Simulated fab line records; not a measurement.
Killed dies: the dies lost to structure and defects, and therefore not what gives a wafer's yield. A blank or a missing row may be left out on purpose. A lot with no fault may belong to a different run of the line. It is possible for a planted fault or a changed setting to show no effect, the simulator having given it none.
Which tool was responsible?    flow gf180mcu    Sampling: 14 lots, 41 wafers, 4 of 602 route steps

WHAT THE GAUGES SHOWED, per wafer
GF_HV_LDD_CD_MEAS_19: the cd target is 400 nm. Usual: 399.7 nm for cd-nm, sd 2.
lot   measured      on         cd-nm (nm)         flag
L777  day 10 18:05  cd-sem-02  403.7 403.2 403.1  
L778  day 11 01:22  cd-sem-01  402.2 399.3 399.7  
L779  day 11 08:30  cd-sem-02  398.1 396.7 396.6  
L784  day 12 23:41  cd-sem-02  399.0 400.4 402.0  
L785  day 13 08:48  cd-sem-01  395.6 397.9 396.1  
L786  day 13 18:19  cd-sem-02  397.9 400.0 397.4  
L787  day 14 04:03  cd-sem-02  398.0 398.6 396.8  
L788  day 14 09:21  cd-sem-02  398.5 397.3        
L795  day 16 12:05  cd-sem-02  399.1 399.0 400.5  
L796  day 16 18:43  cd-sem-01  398.0 395.8 397.7  
L797  day 17 00:45  cd-sem-01  399.7 401.4 402.5  
L798  day 17 07:56  cd-sem-01  399.2 397.3 397.2  
L799  day 17 16:46  cd-sem-01  399.3 399.4 400.3  
L800  day 18 03:50  cd-sem-02  399.7 399.6 398.7  

GF_PSD_CD_MEAS_07: the cd target is 400 nm. Usual: 400.6 nm for cd-nm, sd 2.6.
lot   measured      on         cd-nm (nm)         flag
L777  day 14 04:02  cd-sem-01  403.4 403.2 404.8  
L778  day 14 12:55  cd-sem-01  400.7 403.3 404.2  
L779  day 14 20:11  cd-sem-02  399.0 399.5 399.7  
L784  day 16 15:53  cd-sem-01  399.8 399.1 399.9  
L785  day 17 01:29  cd-sem-02  400.8 402.3 402.8  
L786  day 17 13:53  cd-sem-01  402.7 403.0 403.2  
L787  day 18 00:20  cd-sem-02  400.3 399.2 401.5  
L788  day 18 06:11  cd-sem-01  401.4 401.1        
L795  day 20 14:49  cd-sem-01  399.8 401.5 400.5  
L796  day 20 20:22  cd-sem-01  407.4 405.8 405.4  
L797  day 21 04:43  cd-sem-01  404.7 403.9 403.7  
L798  day 21 13:07  cd-sem-01  396.4 398.5 397.7  
L799  day 21 21:14  cd-sem-02  403.9 404.9 406.3  
L800  day 22 07:55  cd-sem-02  397.2 399.7 398.0  

TOOL THAT RAN EACH LOT (tool first, then ch and the chambers of the sampled wafers, then the start)
lot   GF_HV_LDD_STRIP_10                    GF_PSD_SOFTBAKE_03
L777  plasma-asher-04 ch 0, day 10 00:14    litho-track-02 ch 0, day 13 17:33
L778  plasma-asher-03 ch 0,1, day 10 07:17  litho-track-04 ch 0, day 14 02:46
L779  plasma-asher-03 ch 1, day 10 14:41    litho-track-02 ch 0, day 14 10:12
L784  plasma-asher-01 ch 0,1, day 12 03:58  litho-track-02 ch 0, day 16 05:06
L785  plasma-asher-04 ch 0,1, day 12 13:11  litho-track-02 ch 0, day 16 14:03
L786  plasma-asher-04 ch 0,1, day 12 23:02  litho-track-02 ch 0, day 17 02:13
L787  plasma-asher-03 ch 0,1, day 13 08:29  litho-track-04 ch 0, day 17 13:08
L788  plasma-asher-03 ch 0, day 13 12:44    litho-track-02 ch 0, day 17 18:21
L795  plasma-asher-04 ch 0, day 15 14:07    litho-track-04 ch 0, day 20 02:13
L796  plasma-asher-01 ch 0,1, day 15 20:25  litho-track-02 ch 0, day 20 08:49
L797  plasma-asher-01 ch 0,1, day 16 02:52  litho-track-02 ch 0, day 20 16:58
L798  plasma-asher-01 ch 0,1, day 16 08:53  litho-track-02 ch 0, day 21 00:49
L799  plasma-asher-04 ch 0,1, day 16 17:40  litho-track-02 ch 0, day 21 09:26
L800  plasma-asher-04 ch 0,1, day 17 04:38  litho-track-04 ch 0, day 21 20:01
- GF_HV_LDD_STRIP_10: strips in O2/N2.
- GF_PSD_SOFTBAKE_03: time 60 s.

AS READ BY THE TOOLS THEMSELVES (means over the sampled wafers that have a number; for cases with no such wafer, the mark the record gives instead)
GF_HV_LDD_STRIP_10. Usual: drypump-motor-current-A 6.0 A, standard deviation 0.4; heater-power-w 327 W, standard deviation 40; o2-flow-sccm 3000 sccm, standard deviation 8.2; oes-product-au 0.716 a.u., standard deviation 0.0042; strip-time-to-endpoint-s 12.63 s, standard deviation 0.04.
lot   tool             drypump-motor-current-A (A)  heater-power-w (W)  o2-flow-sccm (sccm)  oes-product-au (a.u.)  strip-time-to-endpoint-s (s)  flag
L777  plasma-asher-04  5.8                          280                 2999                 0.716                  12.59                         
L778  plasma-asher-03  6.1                          306                 3004                 0.716                  12.61                         
L779  plasma-asher-03  6.0                          286                 3001                 0.716                  12.61                         
L784  plasma-asher-01  6.6                          348                 3006                 0.718                  12.56                         
L785  plasma-asher-04  5.7                          304                 3000                 0.713                  12.63                         
L786  plasma-asher-04  5.7                          303                 3004                 0.716                  12.62                         
L787  plasma-asher-03  6.0                          297                 3008                 0.714                  12.67                         
L788  plasma-asher-03  6.2                          334                 2992                 0.719                  12.62                         
L795  plasma-asher-04  5.8                          284                 3008                 0.714                  12.63                         
L796  plasma-asher-01  6.6                          353                 2995                 0.714                  12.65                         
L797  plasma-asher-01  6.6                          351                 3001                 0.715                  12.69                         
L798  plasma-asher-01  6.3                          378                 3004                 0.719                  12.64                         
L799  plasma-asher-04  5.7                          302                 3007                 0.718                  12.61                         
L800  plasma-asher-04  5.7                          300                 2995                 0.717                  12.64                         

GF_PSD_SOFTBAKE_03. Usual: heater-power-total-W 56.60 W, standard deviation 0.042; run-length-s 89.10 s, standard deviation 0.13.
lot   tool            heater-power-total-W (W)  run-length-s (s)  flag
L777  litho-track-02  56.56                     89.22             
L778  litho-track-04  56.61                     89.00             
L779  litho-track-02  56.59                     89.12             
L784  litho-track-02  56.59                     89.13             
L785  litho-track-02  57.77                     85.92             OFF
L786  litho-track-02  57.74                     86.03             OFF
L787  litho-track-04  56.59                     89.21             
L788  litho-track-02  58.31                     84.36             OFF
L795  litho-track-04  56.58                     89.04             
L796  litho-track-02  56.58                     89.14             
L797  litho-track-02  56.60                     89.13             
L798  litho-track-02  56.62                     89.14             
L799  litho-track-02  56.59                     89.06             
L800  litho-track-04  56.59                     89.09             

THE ANSWER, worked out from the rows above alone
Rule: a lot counts as off when the mean over its wafers that have a number is more than 3 standard deviations away from the usual mean. Also off: a lot with no number at a reading for which 4 or more lots have one. All remaining lots with rows at the step are treated as sound. After the gauges, taken in route order, come the tools' own readings; for these a lot's mean is taken, as printed above. At the first step where some lot is off, the reading lying furthest off is the one used; lots without a number count as furthest.
Off: L785, L786, L788, at GF_PSD_SOFTBAKE_03 (heater-power-total-W).
A tool fits if, at that step or a process step before it, it ran every lot that is off, and no sound lot after the first of them. Of those tried, none fits.

WHAT HAD BEEN PUT IN BY THE SIMULATOR
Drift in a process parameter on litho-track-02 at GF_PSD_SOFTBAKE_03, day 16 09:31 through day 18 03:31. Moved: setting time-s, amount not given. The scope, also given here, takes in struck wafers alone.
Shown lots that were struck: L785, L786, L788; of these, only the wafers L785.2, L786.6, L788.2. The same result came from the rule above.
